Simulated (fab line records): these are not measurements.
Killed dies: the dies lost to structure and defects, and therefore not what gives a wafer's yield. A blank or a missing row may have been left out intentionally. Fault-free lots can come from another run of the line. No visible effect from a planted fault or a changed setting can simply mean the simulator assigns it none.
fab line records | flow gf180mcu
record lots=7 | wafers=21 | last_day=35
route steps=602 shown POLY_GATE@168 HV_LDD@176
lots that met no fault: from a run of the same line without faults
start_h: the number of hours between the record's first day and the start of the first shown wafer of the lot | wait_h: how many hours have passed since the lot's step before this one | " same as the row above | L1.1+2: a single row standing in for several wafers | - no value, or no start was given | * or withheld: withheld | < > ~ a bound
route shown NAME@n: a module of which the file shows steps, and the number in the route of the first | usual: mean and standard deviation over wafers with no fault | same: alike in all rows | chamber/n: place in a boat | sites: per-site readings | _std_site: standard deviation of those values | _edge_site: outer sites' mean less inner sites' | radius_mm: for every site, how far away it sits from the centre of the wafer | mask NAME#n: copy n | behind: tool/chamber where the wafer was last shaped | hold: why the lot went on hold/how many hours it stayed there/how the hold came to an end | device: whichever transistor did not switch (one of n, p or np) | end of line: at the end of the route, the tests of the same wafers | for a step that has no rows: nothing shown but its recipe | killed: at the first sort, the dies lost to defects and structure; wafer yield is something else | map: dies across one wafer; x = killed, . = not, _ = none there
set.NAME: the setting the step ran with; set.NAME@STEP: the setting that earlier step ran with | model.NAME: the simulator's own value behind a step, which no gauge read
lots at selected steps of the route; one table per step, one row per wafer
services: a tool's chamber out of use, with start hour (start_h, from the record's first day; less than 0 if before it), hours out, and reason
## steps
# step GF_POLY_GATE_OVL_MEAS_11
# usual POLY_GATE_OVL=1/5.5
lot.wafer | tool       | chamber | start_h | wait_h | POLY_GATE_OVL[nm]
L616.1    | overlay-01 | -       | 235.67  | 0.1    | -1
L616.2    | "          | -       | "       | "      | 4
L616.3    | "          | -       | "       | "      | -1
L626.1    | overlay-02 | -       | 306.97  | 0.1    | 0
L626.3    | "          | -       | "       | "      | 5
L626.5    | "          | -       | "       | "      | 7
L627.4    | overlay-02 | -       | 313.84  | 0.1    | 0
L627.5    | "          | -       | "       | "      | -9
L627.6    | "          | -       | "       | "      | -3
L628.3    | overlay-02 | -       | 324.13  | 0.1    | -8
L628.4    | "          | -       | "       | "      | 7
L628.6    | "          | -       | "       | "      | -2
L631.3    | overlay-02 | -       | 347.48  | 0.1    | 6
L631.5    | "          | -       | "       | "      | 3
L631.6    | "          | -       | "       | "      | 3
L633.2    | overlay-02 | -       | 365.78  | 0.1    | 2
L633.3    | "          | -       | "       | "      | 0
L633.6    | "          | -       | "       | "      | -1
L634.1    | overlay-01 | -       | 374.87  | 0.1    | 3
L634.3    | "          | -       | "       | "      | 0
L634.5    | "          | -       | "       | "      | 9
# step GF_POLY_GATE_ETCH_12
# recipe chemistry=N2/H2 | target_depth_a=withheld | overetch_a=withheld | time_s=withheld | target=BARC | ion_energy_ev=200 | source_w=500 | bias_w=100 | pressure_mtorr=30 | n2_flow_sccm=100 | h2_flow_sccm=200
# usual drypump_motor_current_A=5.6/0.44 | oes_product_au=0.735/0.0051 | throttle_valve_pct=13.213/0.0091
lot.wafer | tool        | chamber | start_h | wait_h | drypump_motor_current_A | oes_product_au | throttle_valve_pct
L616.1    | rie_diel-04 | 2       | 235.71  | 0.0    | 5.8                     | 0.743          | 13.222
L616.2    | "           | 3       | "       | "      | 6.5                     | 0.735          | 13.223
L616.3    | "           | 1       | "       | "      | 5.8                     | 0.733          | 13.223
L626.1    | rie_diel-01 | 2       | 307.00  | 0.0    | 6.0                     | 0.737          | 13.206
L626.3    | "           | 3       | "       | "      | 5.2                     | 0.736          | 13.207
L626.5    | "           | 2       | "       | "      | 6.0                     | 0.734          | 13.214
L627.4    | rie_diel-02 | 1       | 313.86  | 0.0    | 5.6                     | 0.735          | 13.205
L627.5    | "           | 2       | "       | "      | 6.4                     | 0.736          | 13.204
L627.6    | "           | 1       | "       | "      | 5.6                     | 0.738          | 13.219
L628.3    | rie_diel-01 | 3       | 324.16  | 0.0    | 5.2                     | 0.731          | 13.219
L628.4    | "           | 0       | "       | "      | 5.2                     | 0.732          | 13.220
L628.6    | "           | 0       | "       | "      | 5.2                     | 0.728          | 13.207
L631.3    | rie_diel-01 | 1       | 347.50  | 0.0    | 5.4                     | 0.740          | 13.207
L631.5    | "           | 1       | "       | "      | 5.4                     | 0.733          | 13.205
L631.6    | "           | 0       | "       | "      | 5.3                     | 0.734          | 13.215
L633.2    | rie_diel-04 | 2       | 365.81  | 0.0    | 5.8                     | 0.731          | 13.210
L633.3    | "           | 1       | "       | "      | 5.7                     | 0.733          | 13.202
L633.6    | "           | 3       | "       | "      | 6.5                     | 0.731          | 13.218
L634.1    | rie_diel-04 | 0       | 374.91  | 0.0    | 5.4                     | 0.729          | 13.207
L634.3    | "           | 1       | "       | "      | 5.8                     | 0.731          | 13.209
L634.5    | "           | 2       | "       | "      | 5.8                     | 0.738          | 13.218
# step GF_POLY_GATE_ETCH_13
# recipe target=poly-Si | target_depth_nm=198.5 | stop_on=SiO2 | over_etch_frac=0.403 | chemistry=HBr/Cl2 | icp_w=400 | bias_w=100 | pressure_mtorr=10 | HBr_flow_sccm=150 | Cl2_flow_sccm=50 | time_s=69.6
# usual drypump_motor_current_A=5.6/0.41 | oes_product_au=0.987/0.013 | throttle_valve_pct=33.684/0.0086
# same time_s=69.6
lot.wafer | tool      | chamber | start_h | wait_h | drypump_motor_current_A | oes_product_au | rf_hours_counter_h | throttle_valve_pct
L616.1    | rie_si-02 | 1       | 235.76  | -      | 5.4                     | 0.962          | 98                 | 33.671
L616.2    | "         | 3       | "       | "      | 6.0                     | 0.984          | 115                | 33.671
L616.3    | "         | 2       | "       | "      | 5.6                     | 0.958          | 96                 | 33.676
L626.1    | rie_si-02 | 0       | 307.05  | -      | 5.0                     | 0.983          | 2                  | 33.696
L626.3    | "         | 1       | "       | "      | 5.3                     | 0.983          | 99                 | 33.691
L626.5    | "         | 3       | "       | "      | 6.0                     | 1.001          | -                  | 33.684
L627.4    | rie_si-02 | 3       | 313.94  | -      | 6.0                     | 1.000          | -                  | 33.685
L627.5    | "         | 0       | "       | "      | 5.0                     | 0.961          | -                  | 33.695
L627.6    | "         | 2       | "       | "      | 5.7                     | 0.967          | -                  | 33.689
L628.3    | rie_si-01 | 3       | 324.21  | -      | 6.2                     | 0.986          | 18                 | 33.678
L628.4    | "         | 2       | "       | "      | 5.1                     | 0.982          | 19                 | 33.683
L628.6    | "         | 3       | "       | "      | 6.2                     | 0.985          | -                  | 33.681
L631.3    | rie_si-01 | 2       | 347.55  | -      | 5.1                     | 0.990          | 19                 | 33.680
L631.5    | "         | 3       | "       | "      | 6.2                     | 0.983          | -                  | 33.682
L631.6    | "         | 2       | "       | "      | 5.1                     | 0.983          | -                  | 33.688
L633.2    | rie_si-02 | 1       | 365.86  | -      | 5.3                     | 0.975          | 0                  | 33.679
L633.3    | "         | 0       | "       | "      | 5.0                     | 0.978          | 2                  | 33.674
L633.6    | "         | 3       | "       | "      | 6.0                     | 1.002          | -                  | 33.683
L634.1    | rie_si-01 | 2       | 374.96  | -      | 5.1                     | 0.987          | 19                 | 33.671
L634.3    | "         | 0       | "       | "      | 5.8                     | 0.998          | 69                 | 33.687
L634.5    | "         | 2       | "       | "      | 5.1                     | 0.996          | -                  | 33.691
# step GF_POLY_GATE_STRIP_14
# recipe chemistry=O2/N2 | power_w=1400 | pressure_mtorr=1500 | platen_temp_c=250 | o2_flow_sccm=3000 | n2_flow_sccm=300 | overash_fraction=0.5
# usual drypump_motor_current_A=5.9/0.52 | heater_power_w=347/59 | oes_product_au=0.505/0.0044
lot.wafer | tool            | chamber | start_h | wait_h | drypump_motor_current_A | heater_power_w | oes_product_au | rf_hours_counter_h
L616.1    | plasma_asher-02 | 0       | 235.81  | 0.0    | 6.4                     | 393            | 0.507          | 13
L616.2    | "               | 1       | "       | "      | 6.3                     | 333            | 0.508          | 13
L616.3    | "               | 0       | "       | "      | 6.3                     | 403            | 0.504          | -
L626.1    | plasma_asher-02 | 1       | 307.11  | 0.0    | 6.3                     | 328            | 0.514          | 21
L626.3    | "               | 1       | "       | "      | 6.3                     | 334            | 0.504          | -
L626.5    | "               | 1       | "       | "      | 6.3                     | 324            | 0.501          | -
L627.4    | plasma_asher-02 | 1       | 314.00  | 0.0    | 6.3                     | 329            | 0.501          | -
L627.5    | "               | 0       | "       | "      | 6.3                     | 411            | 0.510          | -
L627.6    | "               | 1       | "       | "      | 6.3                     | 331            | 0.512          | -
L628.3    | plasma_asher-03 | 1       | 324.30  | 0.1    | 6.2                     | 240            | 0.493          | -
L628.4    | "               | 0       | "       | "      | 6.3                     | 379            | 0.502          | -
L628.6    | "               | 0       | "       | "      | 6.3                     | 385            | 0.507          | -
L631.3    | plasma_asher-01 | 1       | 347.64  | 0.1    | 5.4                     | 400            | 0.504          | -
L631.5    | "               | 0       | "       | "      | 5.0                     | 351            | 0.505          | -
L631.6    | "               | 1       | "       | "      | 5.5                     | 377            | 0.502          | -
L633.2    | plasma_asher-02 | 1       | 365.91  | 0.0    | 6.3                     | 327            | 0.510          | 28
L633.3    | "               | 0       | "       | "      | 6.4                     | 403            | 0.513          | -
L633.6    | "               | 0       | "       | "      | 6.4                     | 386            | 0.510          | -
L634.1    | plasma_asher-02 | 1       | 375.02  | 0.0    | 6.3                     | 323            | 0.506          | 28
L634.3    | "               | 0       | "       | "      | 6.3                     | 396            | 0.508          | -
L634.5    | "               | 1       | "       | "      | 6.3                     | 330            | 0.505          | -
# step GF_POLY_GATE_CLEAN_15
# recipe chemistry=SC1/SC2 | mix=1:4:20 | temp_c=70 | time_s=150 | dry=n2_spin
# step GF_POLY_GATE_OXIDATION_16
# recipe temp_c=850 | ambient=O2 | stabilise_s=600 | purge_s=300 | target_thk_a=40 | ox_time_s=899
# step GF_POLY_GATE_THK_MEAS_17
# recipe reads=SiO2_of_POLY_GATE_OXIDATION_16
# usual POLY_GATE_OXIDATION_THK=4.02/0.068
lot.wafer | tool          | chamber | start_h | wait_h | POLY_GATE_OXIDATION_THK[nm]
L616.1    | film_metro-01 | -       | 237.21  | 0.0    | 3.95
L616.2    | "             | -       | "       | "      | 3.87
L616.3    | "             | -       | "       | "      | 3.97
L626.1    | film_metro-04 | -       | 309.64  | 0.0    | 3.92
L626.3    | "             | -       | "       | "      | 3.99
L626.5    | "             | -       | "       | "      | 4.07
L627.4    | film_metro-04 | -       | 315.39  | 0.0    | 4.02
L627.5    | "             | -       | "       | "      | 4.08
L627.6    | "             | -       | "       | "      | 3.93
L628.3    | film_metro-04 | -       | 325.68  | 0.0    | 4.06
L628.4    | "             | -       | "       | "      | 4.10
L628.6    | "             | -       | "       | "      | 4.06
L631.3    | film_metro-01 | -       | 349.03  | 0.0    | 3.99
L631.5    | "             | -       | "       | "      | 4.02
L631.6    | "             | -       | "       | "      | 4.06
L633.2    | film_metro-01 | -       | 367.42  | 0.0    | 4.00
L633.3    | "             | -       | "       | "      | 4.03
L633.6    | "             | -       | "       | "      | 4.08
L634.1    | film_metro-01 | -       | 377.76  | 0.0    | 3.98
L634.3    | "             | -       | "       | "      | 4.05
L634.5    | "             | -       | "       | "      | 4.03
# step GF_POLY_GATE_CD_MEAS_18
# usual cd_nm=280.4/1.9
lot.wafer | tool      | chamber | start_h | wait_h | cd_nm
L616.1    | cd_sem-01 | -       | 237.27  | 0.1    | 279.4
L616.2    | "         | -       | "       | "      | 279.8
L616.3    | "         | -       | "       | "      | 280.9
L626.1    | cd_sem-02 | -       | 309.70  | 0.1    | 282.0
L626.3    | "         | -       | "       | "      | 281.9
L626.5    | "         | -       | "       | "      | 281.5
L627.4    | cd_sem-01 | -       | 315.51  | 0.1    | 281.7
L627.5    | "         | -       | "       | "      | 284.0
L627.6    | "         | -       | "       | "      | 279.4
L628.3    | cd_sem-02 | -       | 325.78  | 0.1    | 280.4
L628.4    | "         | -       | "       | "      | 278.1
L628.6    | "         | -       | "       | "      | 277.7
L631.3    | cd_sem-02 | -       | 349.12  | 0.1    | 279.3
L631.5    | "         | -       | "       | "      | 280.6
L631.6    | "         | -       | "       | "      | 283.5
L633.2    | cd_sem-02 | -       | 367.50  | 0.1    | 278.1
L633.3    | "         | -       | "       | "      | 281.7
L633.6    | "         | -       | "       | "      | 282.0
L634.1    | cd_sem-01 | -       | 377.82  | 0.1    | 280.9
L634.3    | "         | -       | "       | "      | 281.6
L634.5    | "         | -       | "       | "      | 281.0
# step GF_HV_LDD_DEHYDRATE_00
# recipe temp_c=200 | time_s=60
# step GF_HV_LDD_HMDS_01
# recipe prime_time_s=60 | prime_temp_c=120
# step GF_HV_LDD_COAT_02
# recipe resist=NOVOLAK | spin_rpm=3000 | resist_thk_nm=1000
# step GF_HV_LDD_SOFTBAKE_03
# recipe temp_c=90 | time_s=60 | resist=NOVOLAK
# step GF_HV_LDD_EXPOSE_04
# recipe mask_id=Nplus_LV_AREA | target_cd_nm=400 | na=0.6 | source_shape=conventional | sigma_outer=0.6 | dose_mj=140
# usual exposure_dose_mJ_cm2=139.99/0.13 | focus_offset_nm=0.1/0.5 | stage_vel_mm_s=500.05/0.26
lot.wafer | tool             | chamber | start_h | wait_h | mask            | exposure_dose_mJ_cm2 | focus_offset_nm | stage_vel_mm_s
L616.1    | iline_stepper-02 | 0       | 247.08  | -      | Nplus_LV_AREA#0 | 139.69               | -0.2            | 500.17
L616.2    | "                | 0       | "       | "      | Nplus_LV_AREA#0 | 140.03               | 0.6             | 499.78
L616.3    | "                | 0       | "       | "      | Nplus_LV_AREA#0 | 139.83               | 0.2             | 500.10
L626.1    | iline_stepper-02 | -       | 320.34  | -      | Nplus_LV_AREA#0 | -                    | -               | -
L626.3    | "                | -       | "       | "      | Nplus_LV_AREA#0 | -                    | -               | -
L626.5    | "                | -       | "       | "      | Nplus_LV_AREA#0 | -                    | -               | -
L627.4    | iline_stepper-01 | -       | 326.13  | -      | Nplus_LV_AREA#0 | -                    | -               | -
L627.5    | "                | -       | "       | "      | Nplus_LV_AREA#0 | -                    | -               | -
L627.6    | "                | -       | "       | "      | Nplus_LV_AREA#0 | -                    | -               | -
L628.3    | iline_stepper-01 | -       | 336.24  | -      | Nplus_LV_AREA#0 | -                    | -               | -
L628.4    | "                | -       | "       | "      | Nplus_LV_AREA#0 | -                    | -               | -
L628.6    | "                | -       | "       | "      | Nplus_LV_AREA#0 | -                    | -               | -
L631.3    | iline_stepper-02 | 0       | 360.14  | -      | Nplus_LV_AREA#0 | 140.03               | -1.1            | 500.34
L631.5    | "                | 0       | "       | "      | Nplus_LV_AREA#0 | 139.86               | 0.1             | 500.09
L631.6    | "                | 0       | "       | "      | Nplus_LV_AREA#0 | 140.25               | -0.9            | 499.90
L633.2    | iline_stepper-02 | 0       | 379.75  | -      | Nplus_LV_AREA#0 | 140.13               | 0.4             | 499.84
L633.3    | "                | 0       | "       | "      | Nplus_LV_AREA#0 | 140.13               | 0.7             | 500.27
L633.6    | "                | 0       | "       | "      | Nplus_LV_AREA#0 | 140.00               | 0.5             | 499.82
L634.1    | iline_stepper-02 | 0       | 389.15  | -      | Nplus_LV_AREA#0 | 139.73               | -0.6            | 499.90
L634.3    | "                | 0       | "       | "      | Nplus_LV_AREA#0 | 139.85               | -0.6            | 499.86
L634.5    | "                | 0       | "       | "      | Nplus_LV_AREA#0 | 140.09               | -0.1            | 499.92
# step GF_HV_LDD_PEB_05
# recipe temp_c=withheld | time_s=* | resist=NOVOLAK
## services
tool             | chamber | start_h | hours | kind
rie_diel-01      | 0       | 212.13  | 2.1   | repair
rie_diel-01      | 1       | 227.89  | 6.1   | repair
rie_si-02        | 0       | 234.92  | 4.1   | repair
rie_si-02        | 0       | 242.76  | 2.2   | repair
iline_stepper-02 | -       | 249.41  | 4.2   | repair
iline_stepper-02 | -       | 256.10  | 4.4   | pm
rie_si-02        | 1       | 264.48  | 3.3   | repair
rie_diel-04      | 1       | 267.87  | 10.5  | repair
rie_diel-01      | 0       | 269.20  | 6.6   | repair
rie_diel-01      | 1       | 276.11  | 5.1   | repair
iline_stepper-02 | -       | 276.20  | 1.7   | pm
plasma_asher-02  | -       | 287.29  | 3.3   | repair
rie_si-02        | -       | 302.62  | 2.8   | pm
rie_diel-04      | -       | 303.69  | 0.4   | repair
iline_stepper-01 | -       | 309.29  | 2.1   | pm
rie_diel-04      | 2       | 310.39  | 18.6  | repair
rie_diel-04      | 1       | 310.59  | 2.5   | repair
rie_diel-01      | 0       | 313.49  | 5.0   | repair
rie_diel-04      | -       | 315.83  | 1.0   | repair
iline_stepper-01 | -       | 330.80  | 2.3   | repair
rie_diel-04      | -       | 342.23  | 1.5   | repair
rie_diel-04      | 0       | 355.10  | 7.5   | repair
rie_si-01        | -       | 357.55  | 0.7   | repair
plasma_asher-02  | -       | 370.41  | 2.8   | pm
## key
first_sign step=GF_HV_LDD_EXPOSE_04 | reading=tool_record | direction=missing
effect none on later readings
met_at GF_HV_LDD_EXPOSE_04
struck_wafers L626.1,L626.3,L626.5,L627.4,L627.5,L627.6,L628.3,L628.4,L628.6
later_rows_left_out L626.1,L626.3,L626.5,L627.4,L627.5,L627.6,L628.3,L628.4,L628.6
sort_left_out L626.1,L626.3,L626.5,L627.4,L627.5,L627.6,L628.3,L628.4,L628.6
tester_left_out L626,L627,L628
onset_between 247.08 320.34
fault kind=skipped_step_whole | tool=iline_stepper-01,iline_stepper-02 | chamber=- | onset_h=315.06 | steps=GF_HV_LDD_EXPOSE_04 | scope=struck_lots_only
# tester_left_out: of these lots the tester's yield and bins aren't shown, on N5 and GAA mostly nor the transistor test; their killed dies are dies lost to structure and defects alone, not to doping, threshold or leakage, so they don't give the yield
# sort_left_out: the simulated sort isn't trusted on such a fault, so these wafers' sort isn't shown, and their yield isn't known
# later_rows_left_out: the simulator's readings of these wafers behind a module that went badly wrong aren't trusted and aren't shown, but for the sort
